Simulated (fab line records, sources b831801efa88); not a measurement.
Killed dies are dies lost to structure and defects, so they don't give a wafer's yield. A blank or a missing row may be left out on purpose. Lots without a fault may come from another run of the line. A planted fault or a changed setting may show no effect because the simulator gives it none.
A struck lot beside a sound one | flow sky130 | 15 steps out of a route of 708
Sound: wafers L689.1, L689.4, L689.5. Struck: wafer L692.6. (L692.2, L692.4 of the same lot were not struck and are left out.) The cause comes at the end.
At each step with rows: each side's tool, then ch and its chambers, then its first start. Under that, the readings that differ: sound wafers | struck wafers | difference of the means | sigmas: that difference in standard deviations of wafers without a fault.
alike: readings whose means differ by less than 2 such deviations, and words and numbers that are the same on both sides. not compared: withheld readings, readings that some wafer has no value for, bounds like >300 that may hide the same value, and numbers for which the record gives no deviation and whose values overlap.
The two part at a step that has a row with sigmas, a row that says differs or no value, or rows on one side only. Numbers that don't overlap but have no deviation are shown without sigmas and don't part them. A reading that every wafer of one side lacks parts them only if that side has two wafers or more.

first, 6 steps without rows for these wafers: SKY_VIA4_HMDS_05 (prime time 60 s); SKY_VIA4_COAT_06 (resist thk 1140 nm); SKY_VIA4_SOFTBAKE_07 (time 60 s); SKY_VIA4_EXPOSE_08 (exposes mask VIM4, target cd 800 nm); SKY_VIA4_PEB_09; SKY_VIA4_DEVELOP_10 (develop time 60 s).
SKY_VIA4_OVL_MEAS_11:
  sound on overlay-02, day 47 14:50; struck on overlay-01, day 48 05:28
  alike: VIA4_OVL
SKY_VIA4_ETCH_12: etches SiO2 in C4F8/O2/Ar, stops on TiN, target depth 580 nm.
  sound on rie_diel-04 ch 0,2,3, day 47 14:52; struck on rie_diel-02 ch 3, day 48 05:29
  alike: oes_product_au
SKY_VIA4_STRIP_13: strips in O2/N2.
  sound on plasma_asher-04 ch 0,1, day 47 14:57; struck on plasma_asher-01 ch 0, day 48 05:34
  alike: drypump_motor_current_A, oes_product_au, strip_time_to_endpoint_s
  not compared: rf_hours_counter_h
then, 3 steps without rows for these wafers: SKY_VIA4_STRIP_14 (strips in post etch residue remover, time 1200 s); SKY_VIA4_CLEAN_15 (cleans in IPA, time 180 s); SKY_VIA4_CLEAN_16 (cleans in O3/DIW).
SKY_VIA4_SPUTTER_17: material TiN, target thk 20 nm, time 80 s.
  sound on pvd_sputter-01, day 47 15:41; struck on pvd_sputter-04, day 48 06:17
  reading                                  | sound             | struck | difference | sigmas
  model.TiN_of_VIA4_SPUTTER_17.thk_nm (nm) | 19.58 19.79 19.67 | 25.8   | +6.1       |
  alike: throttle_valve_pct
SKY_VIA4_CVD_18: deposits W, target thk 505 nm, time 152.14 s.
  sound on cvd_w-01 ch 0, day 47 15:44; struck on cvd_w-02 ch 1, day 48 06:21
  alike: heater_power_w
-- the record jumps here: 2 days lie between the struck wafers' starts before and after (it left off in module VIA4 and takes up again in module PAD_OPEN, whose first step shown is number 708 of the route) --
SKY_PAD_OPEN_PROBE_99:
  the record has rows for the struck wafers here (prober-01, day 50 15:59) and none for the sound ones

WHERE THEY PART
Only at SKY_PAD_OPEN_PROBE_99, within this record.

WHY: what the simulator had put in
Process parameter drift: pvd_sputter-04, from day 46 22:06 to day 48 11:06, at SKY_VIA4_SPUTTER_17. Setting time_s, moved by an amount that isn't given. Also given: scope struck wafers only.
